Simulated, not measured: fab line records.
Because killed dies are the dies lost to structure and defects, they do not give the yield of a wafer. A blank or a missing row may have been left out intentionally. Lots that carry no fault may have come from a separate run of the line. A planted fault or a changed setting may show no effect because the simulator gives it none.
What tool caused it?	flow gf180mcu	33 wafers from 11 lots sampled at 4 of the route's 602 steps

WHAT THE GAUGES SHOWED, per wafer
GF_LVPWELL_OVL_MEAS_07.
lot	measured	on	LVPWELL_OVL (nm)
L483	day 3 18:34	overlay-01	0.6 -0.4 -0.8
L489	day 5 10:28	overlay-02	-0.2 1.6 0.6
L491	day 5 21:01	overlay-02	0.2 -0.5 0.1
L492	day 5 23:55	overlay-01	-1.5 0.0 -0.3
L493	day 6 04:36	overlay-01	2.6 1.4 1.0
L495	day 6 16:38	overlay-02	-0.4 -0.6 -0.1
L499	day 7 15:52	overlay-02	1.1 0.2 1.8
L501	day 8 02:13	overlay-02	0.1 -0.5 1.9
L502	day 8 08:31	overlay-02	-2.0 -3.5 -3.7
L504	day 8 19:17	overlay-02	-0.1 0.5 1.2
L506	day 9 08:04	overlay-02	-1.8 -2.0 -0.8

GF_PSD_RS_MEAS_14: the measuring method here is four-point-probe.
lot	measured	on	NSD_RS (ohm/sq)
L483	day 13 23:33	film metro-03	46.23 46.24 46.19
L489	day 16 18:58	film metro-02	45.97 45.93 46.03
L491	day 17 04:15	film metro-03	47.07 47.03 46.91
L492	day 17 11:33	film metro-02	46.02 46.14 46.14
L493	day 17 17:37	film metro-01	47.09 47.08 47.08
L495	day 18 14:55	film metro-02	47.13 47.16 47.03
L499	day 20 03:17	film metro-03	45.95 46.17 46.20
L501	day 20 16:34	film metro-02	46.11 46.08 46.13
L502	day 21 01:43	film metro-02	46.24 46.09 46.15
L504	day 21 16:28	film metro-01	46.25 46.22 46.19
L506	day 22 04:42	film metro-02	46.10 46.13 46.07

TOOL THAT RAN EACH LOT (tool first, then ch and the chambers of the sampled wafers, then the start)
lot	GF_NSD_IMPLANT_09	GF_NSD_STRIP_11
L483	implanter-02 ch 0, day 13 02:37	plasma asher-03 ch 0,1, day 13 02:54
L489	implanter-03 ch 0, day 15 19:43	plasma asher-02 ch 0,1, day 15 20:01
L491	implanter-03 ch 0, day 16 05:02	plasma asher-04 ch 0,1, day 16 05:20
L492	implanter-02 ch 0, day 16 12:55	plasma asher-03 ch 0,1, day 16 13:11
L493	implanter-03 ch 0, day 16 17:35	plasma asher-04 ch 0,1, day 16 17:50
L495	implanter-03 ch 0, day 17 14:31	plasma asher-02 ch 0,1, day 17 14:49
L499	implanter-01 ch 0, day 19 02:55	plasma asher-03 ch 0,1, day 19 03:13
L501	implanter-01 ch 0, day 19 15:43	plasma asher-03 ch 0,1, day 19 16:01
L502	implanter-02 ch 0, day 20 00:19	plasma asher-02 ch 0,1, day 20 00:36
L504	implanter-03 ch 0, day 20 14:53	plasma asher-03 ch 0,1, day 20 15:10
L506	implanter-03 ch 0, day 21 04:32	plasma asher-03 ch 0,1, day 21 04:50
- GF_NSD_IMPLANT_09
- GF_NSD_STRIP_11: strips in O2/N2.

AS READ BY THE TOOLS THEMSELVES (means over the sampled wafers that have a number; for cases with no such wafer, the mark the record gives instead)
GF_NSD_IMPLANT_09.
lot	tool	beam energy keV	tilt deg (degrees)
L483	implanter-02	59.996	6.999
L489	implanter-03	60.003	7.015
L491	implanter-03	56.769	6.998
L492	implanter-02	60.009	6.982
L493	implanter-03	56.794	7.045
L495	implanter-03	56.740	7.002
L499	implanter-01	59.984	7.005
L501	implanter-01	60.006	6.983
L502	implanter-02	59.986	6.994
L504	implanter-03	60.026	6.993
L506	implanter-03	59.998	7.007

GF_NSD_STRIP_11.
lot	tool	chamber pressure mTorr (mTorr)	drypump motor current A (A)	heater power w (W)	oes product au (a.u.)	strip time to endpoint s (s)
L483	plasma asher-03	1499.5	5.6	295	0.488	22.94
L489	plasma asher-02	1498.3	5.8	341	0.483	22.98
L491	plasma asher-04	1500.7	5.1	340	0.489	22.55
L492	plasma asher-03	1499.5	5.2	324	0.489	22.97
L493	plasma asher-04	1499.6	5.1	334	0.490	22.55
L495	plasma asher-02	1500.1	5.7	326	0.491	22.55
L499	plasma asher-03	1501.6	5.6	298	0.483	22.94
L501	plasma asher-03	1500.6	5.6	298	0.488	22.95
L502	plasma asher-02	1500.3	5.8	334	0.486	22.93
L504	plasma asher-03	1501.1	5.2	321	0.485	22.93
L506	plasma asher-03	1500.5	5.6	299	0.487	22.95

THE ANSWER, worked out from the rows above alone
Rule: what is usual is taken from the lots themselves. The widest of any qualifying gaps counts: lots, ordered by their means at a reading, are off when they make up no more than a third of the lots, leave a main group of 4 or more, and stand apart from it by 3 or more times the standard deviation of that group's means. A main group is skipped when, at the precision printed for the reading in the tables above, its means are all equal. A lot without any number at a reading at which 4 lots or more have one is off too. All remaining lots with rows at the step are treated as sound. After the gauges, taken in route order, come the tools' own readings; for these a lot's mean is taken, as printed above. The first step at which some lot is off is used, and at that step the reading that is off furthest; a lot without a number counts as furthest.
Off: L491, L493, L495, seen at GF_PSD_RS_MEAS_14 (NSD_RS). For the main group the mean is 46.12 ohm/sq and the standard deviation 0.073.
If a tool, at a process step before that reading, ran all the lots that are off and no sound lot after the first of them, it fits. Not tried: the gauges at GF_PSD_RS_MEAS_14; whatever is off there is also off at GF_NSD_IMPLANT_09, on other tools, and gauge error can't account for it. No candidate that was tried fits.

WHAT HAD BEEN PUT IN BY THE SIMULATOR
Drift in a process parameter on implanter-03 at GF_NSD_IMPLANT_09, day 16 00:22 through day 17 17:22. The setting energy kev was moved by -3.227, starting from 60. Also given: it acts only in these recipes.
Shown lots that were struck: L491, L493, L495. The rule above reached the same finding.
